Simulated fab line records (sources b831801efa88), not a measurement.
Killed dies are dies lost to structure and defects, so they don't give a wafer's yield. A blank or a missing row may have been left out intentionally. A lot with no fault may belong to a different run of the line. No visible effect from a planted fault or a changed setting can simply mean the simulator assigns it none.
fab line records    flow sky130
record lots=6  wafers=18  last_day=50
route steps=708 shown CAPM@545 METAL3@555 PAD_OPEN@708
lots that met no fault: from a run of the same line without faults
start_h: start of the lot's first displayed wafer, in hours after the record's first day    wait_h: how many hours have passed since the lot's step before this one    " repeats the value in the row above    L1.1+2: several wafers, shown together as one row    - either no value or no given start    * or withheld: withheld    < > ~ a bound
route shown NAME@n: NAME is a module with steps in the file, n the number in the route of the first one    usual: mean/standard deviation taken from wafers without a fault    same: alike in all rows    chamber/n: place in a boat    sites: readings site by site    _std_site: how widely they spread, as a standard deviation    _edge_site: the outer-site mean with the inner-site mean subtracted    radius_mm: for every site, how far away it sits from the centre of the wafer    mask NAME#n: copy n    behind: the most recent tool/chamber to have shaped the wafer    hold: why the lot went on hold/how many hours it stayed there/how the hold came to an end    device: which transistor (n, p or np) failed to switch    end of line: the same wafers' tests at the end of the route    a step without rows: its recipe alone    killed: dies lost to structure and defects at the first sort, not the wafer's yield    map: dies across one wafer; x = killed, . = not, _ = none there
set.NAME: the run value of the setting; set.NAME@STEP: its run value at that earlier step    model.NAME: the simulator's own value behind a step, which no gauge read
lots seen at some steps along the route; tables by step, rows by wafer
services: a tool's chamber out of use, with start hour (start_h, from the record's first day; less than 0 if before it), hours out, and reason
## steps
# step SKY_CAPM_SOFTBAKE_08
# recipe temp_c=90  time_s=60  resist=NOVOLAK
# step SKY_CAPM_EXPOSE_09
# recipe mask_id=CAPM  na=0.6  source_shape=conventional  sigma_outer=0.6  polarization=unpolarized  target_cd_nm=1000  dose_mj=159
# step SKY_CAPM_PEB_10
# recipe temp_c=withheld  time_s=*  resist=NOVOLAK
# step SKY_CAPM_DEVELOP_11
# recipe resist=NOVOLAK  developer=TMAH  develop_time_s=60  dev_temp_c=23
# step SKY_CAPM_OVL_MEAS_12
# usual CAPM_OVL=-0.2/1.3
lot.wafer  tool        chamber  start_h  wait_h  CAPM_OVL[nm]
L126.1     overlay-02  -        909.99   0.1     -2.5
L126.2     "           -        "        "       -1.4
L126.5     "           -        "        "       0.4
L127.3     overlay-02  -        945.71   0.1     -1.5
L127.5     "           -        "        "       -1.0
L127.6     "           -        "        "       -0.7
L132.2     overlay-01  -        957.75   0.1     -0.9
L132.3     "           -        "        "       -0.4
L132.4     "           -        "        "       -2.4
L133.2     overlay-01  -        964.90   0.1     1.3
L133.4     "           -        "        "       0.9
L133.5     "           -        "        "       0.1
L139.2     overlay-01  -        1003.56  0.1     0.2
L139.4     "           -        "        "       0.5
L139.5     "           -        "        "       1.9
L142.2     overlay-01  -        1022.86  0.1     -0.8
L142.3     "           -        "        "       -1.2
L142.5     "           -        "        "       0.3
# step SKY_CAPM_METAL_ETCH_13
# recipe target_depth_nm=220  stop_on=SiO2  chemistry=Cl2/BCl3  target=TiN  pressure_mtorr=10  icp_w=900  bias_w=48.5  Cl2_flow_sccm=60  bcl3_flow_sccm=30  time_s=62.9
# usual drypump_motor_current_A=5.6/0.37  oes_product_au=0.943/0.0073  throttle_valve_pct=21.900/0.0091
lot.wafer  tool          chamber  start_h  wait_h  drypump_motor_current_A  oes_product_au  rf_hours_counter_h  throttle_valve_pct
L126.1     rie_metal-03  1        910.03   0.0     5.3                      0.934           0                   21.907
L126.2     "             1        "        "       5.3                      0.927           -                   21.901
L126.5     "             1        "        "       5.3                      0.938           -                   21.909
L127.3     rie_metal-04  0        945.76   0.0     5.8                      0.947           -                   21.899
L127.5     "             1        "        "       6.0                      0.948           -                   21.908
L127.6     "             0        "        "       5.7                      0.943           -                   21.907
L132.2     rie_metal-03  0        957.78   0.0     5.5                      0.954           6                   21.886
L132.3     "             0        "        "       5.5                      0.961           -                   21.880
L132.4     "             1        "        "       5.2                      0.959           -                   21.897
L133.2     rie_metal-04  1        964.93   0.0     6.0                      0.946           18                  21.896
L133.4     "             1        "        "       6.0                      0.946           -                   21.892
L133.5     "             0        "        "       5.8                      0.947           -                   21.898
L139.2     rie_metal-02  0        1003.59  0.0     6.0                      0.946           12                  21.901
L139.4     "             1        "        "       5.1                      0.948           -                   21.886
L139.5     "             0        "        "       6.0                      0.954           -                   21.901
L142.2     rie_metal-04  0        1022.89  0.0     5.7                      0.941           9                   21.911
L142.3     "             0        "        "       5.8                      0.943           -                   21.915
L142.5     "             1        "        "       5.9                      0.954           -                   21.892
# step SKY_CAPM_STRIP_14
# recipe chemistry=O2/N2  power_w=1400  pressure_mtorr=1500  platen_temp_c=withheld  o2_flow_sccm=3000  n2_flow_sccm=300  overash_fraction=0.5
# usual drypump_motor_current_A=5.4/0.35  oes_product_au=0.711/0.0042  strip_time_to_endpoint_s=12.65/0.051
# same overash_fraction=0.5
lot.wafer  tool             chamber  start_h  wait_h  drypump_motor_current_A  oes_product_au  rf_hours_counter_h  strip_time_to_endpoint_s
L126.1     plasma_asher-01  0        910.19   0.1     5.5                      0.709           80                  12.68
L126.2     "                1        "        "       5.5                      0.714           80                  12.67
L126.5     "                1        "        "       5.5                      0.709           -                   12.65
L127.3     plasma_asher-02  0        945.85   0.1     5.8                      0.712           -                   12.66
L127.5     "                1        "        "       4.7                      0.706           -                   12.65
L127.6     "                0        "        "       5.9                      0.703           -                   12.62
L132.2     plasma_asher-04  0        957.86   0.1     5.7                      0.716           111                 12.62
L132.3     "                0        "        "       5.6                      0.702           -                   12.60
L132.4     "                1        "        "       5.0                      0.705           -                   12.61
L133.2     plasma_asher-04  0        965.01   0.1     5.6                      0.710           112                 12.59
L133.4     "                0        "        "       5.6                      0.715           -                   12.60
L133.5     "                0        "        "       5.6                      0.712           -                   12.60
L139.2     plasma_asher-04  1        1003.66  0.1     5.0                      0.716           115                 12.67
L139.4     "                1        "        "       5.0                      0.714           -                   12.71
L139.5     "                1        "        "       5.1                      0.713           -                   12.67
L142.2     plasma_asher-01  0        1022.96  0.1     5.5                      0.714           92                  12.56
L142.3     "                1        "        "       5.5                      0.711           -                   12.54
L142.5     "                0        "        "       5.5                      0.708           -                   12.56
# step SKY_CAPM_STRIP_15
# recipe chemistry=post_etch_residue_remover  time_s=1200  temp_c=72.5
# step SKY_CAPM_CLEAN_16
# recipe chemistry=IPA  time_s=180  temp_c=25
# step SKY_CAPM_CLEAN_17
# recipe chemistry=O3/DIW  dry=n2_spin
# step SKY_METAL3_DEHYDRATE_05
# recipe temp_c=200  time_s=60
# step SKY_METAL3_HMDS_06
# recipe prime_time_s=60  prime_temp_c=120
# step SKY_METAL3_COAT_07
# recipe resist=BARC  temp_c=withheld  time_s=withheld  spin_rpm=3000  resist_thk_nm=60
lot.wafer   tool            chamber  start_h  wait_h
L126.1+2+5  litho_track-02  0        922.62   0.1
L127.3+5+6  litho_track-04  0        957.19   0.1
L132.2+3+4  litho_track-04  0        970.67   0.1
L133.2+4+5  litho_track-04  0        977.17   0.1
L139.2+4+5  litho_track-01  0        1015.57  0.1
L142.2+3+5  litho_track-01  0        1034.12  0.1
# step SKY_METAL3_COAT_08
# recipe resist=KrF-thick  spin_rpm=3000  resist_thk_nm=1140
# step SKY_METAL3_SOFTBAKE_09
# recipe temp_c=99.19  time_s=90  resist=KrF-thick
# step SKY_METAL3_EXPOSE_10
# recipe mask_id=MM3  na=0.68  source_shape=annular  sigma_inner=0.4  sigma_outer=0.8  target_cd_nm=300  dose_mj=28
# step SKY_METAL3_PEB_11
# recipe peb_temp_c=withheld  peb_time_s=withheld  resist=KrF-thick
# step SKY_METAL3_DEVELOP_12
# recipe develop_time_s=60  resist=KrF-thick  dev_temp_c=21
# step SKY_METAL3_CD_MEAS_13
# recipe target_cd_nm=300
# usual cd_nm=299.9/1.6
lot.wafer  tool       chamber  start_h  wait_h  cd_nm
L126.1     cd_sem-02  -        932.52   -       301.0
L126.2     "          -        "        "       300.8
L126.5     "          -        "        "       301.1
L127.3     cd_sem-02  -        969.94   -       299.8
L127.5     "          -        "        "       300.5
L127.6     "          -        "        "       298.8
L132.2     cd_sem-01  -        982.09   -       301.1
L132.3     "          -        "        "       299.9
L132.4     "          -        "        "       300.0
L133.2     cd_sem-01  -        989.26   -       303.3
L133.4     "          -        "        "       302.4
L133.5     "          -        "        "       303.7
L139.2     cd_sem-02  -        1027.41  -       297.7
L139.4     "          -        "        "       297.3
L139.5     "          -        "        "       296.7
L142.2     cd_sem-01  -        1046.01  -       299.8
L142.3     "          -        "        "       302.3
L142.5     "          -        "        "       299.3
# step SKY_METAL3_OVL_MEAS_14
# usual METAL3_OVL=1/5.3
lot.wafer  tool        chamber  start_h  wait_h  METAL3_OVL[nm]
L126.1     overlay-01  -        932.64   0.1     9
L126.2     "           -        "        "       11
L126.5     "           -        "        "       3
L127.3     overlay-02  -        970.03   0.1     2
L127.5     "           -        "        "       2
L127.6     "           -        "        "       1
L132.2     overlay-01  -        982.19   0.1     -4
L132.3     "           -        "        "       -4
L132.4     "           -        "        "       4
L133.2     overlay-02  -        989.37   0.1     11
L133.4     "           -        "        "       10
L133.5     "           -        "        "       5
L139.2     overlay-01  -        1027.52  0.1     -6
L139.4     "           -        "        "       -11
L139.5     "           -        "        "       -1
L142.2     overlay-01  -        1046.12  0.1     0
L142.3     "           -        "        "       2
L142.5     "           -        "        "       8
# step SKY_METAL3_DESCUM_15
# recipe chemistry=O2  source_power_w=150  bias_power_w=0  pressure_mtorr=10  temp_c=40  time_s=8
# usual drypump_motor_current_A=5.6/0.35  oes_product_au=1.000/0.0076  temp_c=40.00/0.11
lot.wafer  tool          chamber  start_h  wait_h  drypump_motor_current_A  oes_product_au  rf_hours_counter_h  temp_c
L126.1     rie_metal-01  0        932.67   0.0     5.7                      0.995           10                  39.97
L126.2     "             1        "        "       6.0                      1.009           13                  40.05
L126.5     "             0        "        "       5.7                      1.002           -                   40.00
L127.3     rie_metal-01  1        970.06   0.0     6.0                      0.993           -                   40.04
L127.5     "             0        "        "       5.7                      0.990           -                   39.90
L127.6     "             1        "        "       6.0                      0.998           -                   39.94
L132.2     rie_metal-02  1        982.22   0.0     5.1                      0.992           2                   39.95
L132.3     "             1        "        "       5.0                      0.994           -                   40.15
L132.4     "             0        "        "       6.0                      1.009           -                   40.01
L133.2     rie_metal-02  1        989.40   0.0     5.1                      1.001           2                   39.96
L133.4     "             1        "        "       5.1                      0.996           -                   39.89
L133.5     "             1        "        "       5.1                      1.004           -                   40.00
L139.2     rie_metal-01  1        1027.55  0.0     6.0                      0.986           18                  39.99
L139.4     "             0        "        "       5.7                      0.988           -                   40.04
L139.5     "             1        "        "       6.0                      0.990           -                   40.11
L142.2     rie_metal-02  1        1046.15  0.0     5.0                      1.001           5                   39.95
L142.3     "             0        "        "       5.9                      1.014           -                   39.81
L142.5     "             1        "        "       5.1                      0.992           -                   40.17
# step SKY_METAL3_ETCH_16
# recipe chemistry=N2/H2  target=BARC  ion_energy_ev=200  bias_w=100  pressure_mtorr=30  n2_flow_sccm=100  h2_flow_sccm=200  icp_w=500  stop_on=SiO2  time_s=88.2  target_depth_a=600
# usual drypump_motor_current_A=5.6/0.35  oes_product_au=0.625/0.0046  throttle_valve_pct=13.205/0.0083
lot.wafer  tool          chamber  start_h  wait_h  drypump_motor_current_A  oes_product_au  rf_hours_counter_h  throttle_valve_pct  model.etch.depth_nm
L126.1     rie_metal-01  0        932.71   0.0     5.7                      0.617           10                  13.199              60.29
L126.2     "             1        "        "       6.0                      0.624           13                  13.196              60.41
L126.5     "             0        "        "       5.7                      0.627           -                   13.198              60.34
L127.3     rie_metal-01  1        970.12   0.0     6.0                      0.626           -                   13.214              59.94
L127.5     "             0        "        "       5.7                      0.625           -                   13.204              60.07
L127.6     "             1        "        "       6.0                      0.630           -                   13.207              60.1
L132.2     rie_metal-02  1        982.26   0.0     5.1                      0.597           2                   13.196              54.26
L132.3     "             1        "        "       5.1                      0.601           -                   13.187              54.32
L132.4     "             0        "        "       6.0                      0.600           -                   13.208              54.37
L133.2     rie_metal-02  1        989.43   0.0     5.1                      0.609           2                   13.216              54.52
L133.4     "             1        "        "       5.1                      0.605           -                   13.193              54.55
L133.5     "             1        "        "       5.1                      0.604           -                   13.207              54.56
L139.2     rie_metal-01  1        1027.58  0.0     5.9                      0.628           18                  13.193              60.2
L139.4     "             0        "        "       5.7                      0.626           -                   13.201              60.27
L139.5     "             1        "        "       6.0                      0.621           -                   13.218              59.95
L142.2     rie_metal-02  1        1046.18  0.0     5.0                      0.625           5                   13.205              60.24
L142.3     "             0        "        "       6.0                      0.622           -                   13.208              60.23
L142.5     "             1        "        "       5.1                      0.624           -                   13.208              59.99
# step SKY_METAL3_ETCH_17
# recipe target=SiO2  stop_on=TiN  chemistry=C4F8/O2/Ar  source_w=1500  bias_w=1200  pressure_mtorr=40  c4f8_flow_sccm=withheld  O2_flow_sccm=6  Ar_flow_sccm=300  time_s=3.9  target_depth_a=150
# usual oes_product_au=0.754/0.008
lot.wafer  tool         chamber  start_h  wait_h  oes_product_au  rf_hours_counter_h
L126.1     rie_diel-04  3        932.80   0.1     0.759           8
L126.2     "            0        "        "       0.751           12
L126.5     "            3        "        "       0.760           -
L127.3     rie_diel-03  0        970.18   0.0     0.741           4
L127.5     "            0        "        "       0.755           -
L127.6     "            2        "        "       0.763           -
L132.2     rie_diel-02  1        982.35   0.1     0.748           21
L132.3     "            3        "        "       0.747           3
L132.4     "            2        "        "       0.747           9
L133.2     rie_diel-02  0        989.53   0.1     0.762           3
L133.4     "            3        "        "       0.768           4
L133.5     "            2        "        "       0.755           -
L139.2     rie_diel-04  0        1027.68  0.1     0.745           15
L139.4     "            1        "        "       0.742           17
L139.5     "            2        "        "       0.754           -
L142.2     rie_diel-02  3        1046.28  0.1     0.742           6
L142.3     "            0        "        "       0.757           5
L142.5     "            1        "        "       0.757           -
# step SKY_PAD_OPEN_PROBE_99
# usual defect_limited_yield=82.2/1.8  killed_at_M0_to_M3=44/7.1  killed_at_M4_up=3.1/1.9  killed_at_contacts=25/5.8  killed_at_front_end=16/4.5  killed_at_other=0.3/0.52  killed_dies=88/9.1  killed_open=48/6.8  killed_short=39/5.8  sort_bin_3_pad_short=0.9/0.4  sort_bin_5_function=10.6/1.4  sort_bin_6_memory=6.3/1.1  sort_n_pass=404/9.1  sort_yield_pct=82.2/1.8
# same gross_dies=492  killed_at_back_side=0  sort_bin_4_leakage[%]=0  sort_bin_8_speed[%]=0
lot.wafer  tool       chamber  start_h  wait_h  defect_limited_yield[%]  killed_at_M0_to_M3  killed_at_M4_up  killed_at_contacts  killed_at_front_end  killed_at_other  killed_dies  killed_open  killed_short  sort_bin_3_pad_short[%]  sort_bin_5_function[%]  sort_bin_6_memory[%]  sort_n_pass  sort_yield_pct[%]
L126.1     prober-02  -        1104.86  0.1     83.3                     30                  2                37                  12                   1                82           42           40            0.8                      10.6                    5.3                   410          83.3
L126.2     prober-02  -        1104.91  0.1     82.1                     40                  3                24                  21                   0                88           54           34            0.6                      11.6                    5.7                   404          82.1
L126.5     prober-02  -        1105.06  0.2     83.9                     33                  4                22                  20                   0                79           42           36            0.8                      9.6                     5.7                   413          83.9
# killed by level:class
L126.1 LI_CONTACT:geometric_particle:open=9 LOCAL_INTERCONNECT:geometric_particle:short=9 CONTACT:geometric_particle:short=8 VIA3:geometric_particle:open=6 CONTACT:geometric_particle:open=6 VIA1:geometric_particle:open=6 FIELD_ISO:geometric_particle:open=3 POLY_GATE:geometric_particle:short=3
L126.2 CONTACT:geometric_particle:open=11 FIELD_ISO:geometric_particle:open=7 VIA2:geometric_particle:open=7 VIA1:geometric_particle:open=7 LI_CONTACT:geometric_particle:open=6 VIA1:geometric_particle:short=6 POLY_GATE:geometric_particle:open=5 CONTACT:geometric_particle:short=5
L126.5 VIA1:geometric_particle:open=9 LI_CONTACT:geometric_particle:open=7 POLY_GATE:geometric_particle:open=5 POLY_GATE:geometric_particle:short=5 CONTACT:geometric_particle:short=5 VIA2:geometric_particle:open=5 VIA3:geometric_particle:open=5 LOCAL_INTERCONNECT:geometric_particle:short=4
## services
tool             chamber  start_h  hours  kind
rie_diel-03      2        901.69   3.1    repair
plasma_asher-04  -        908.29   2.4    repair
rie_metal-02     1        909.05   -      clean
rie_metal-02     1        909.05   26.0   scheduled_down
rie_metal-02     1        909.05   26.0   vent_cycle
rie_diel-03      0        917.70   12.1   repair
plasma_asher-02  -        933.29   1.9    repair
rie_metal-02     -        940.56   2.8    pm
rie_diel-03      3        958.09   16.4   repair
rie_diel-04      3        959.43   5.1    repair
plasma_asher-02  -        975.00   0.8    repair
rie_diel-04      2        981.30   12.8   repair
rie_metal-03     1        984.37   8.6    repair
plasma_asher-04  -        989.01   10.1   repair
plasma_asher-01  -        1015.50  2.8    pm
plasma_asher-02  -        1020.36  15.6   pm
rie_diel-02      -        1026.19  1.0    repair
## key
first_sign step=SKY_METAL3_ETCH_16  reading=oes_product_au  direction=down  sigmas=4.9  usual=0.625  struck=0.603
effect none on later readings
model_effect step=SKY_METAL3_ETCH_16  value=etch.depth_nm  without=59.95  struck=54.43
met_at SKY_METAL3_COAT_07
struck_wafers L132.2,L132.3,L132.4,L133.2,L133.4,L133.5
onset_between 957.19 970.67
fault kind=process_parameter_drift  tool=litho_track-04  chamber=-  onset_h=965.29  steps=SKY_METAL3_COAT_07  channel=resist_thk_nm  offset=-5.525  shape=step  end_h=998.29  acts_in=these_recipes_only  stated=60
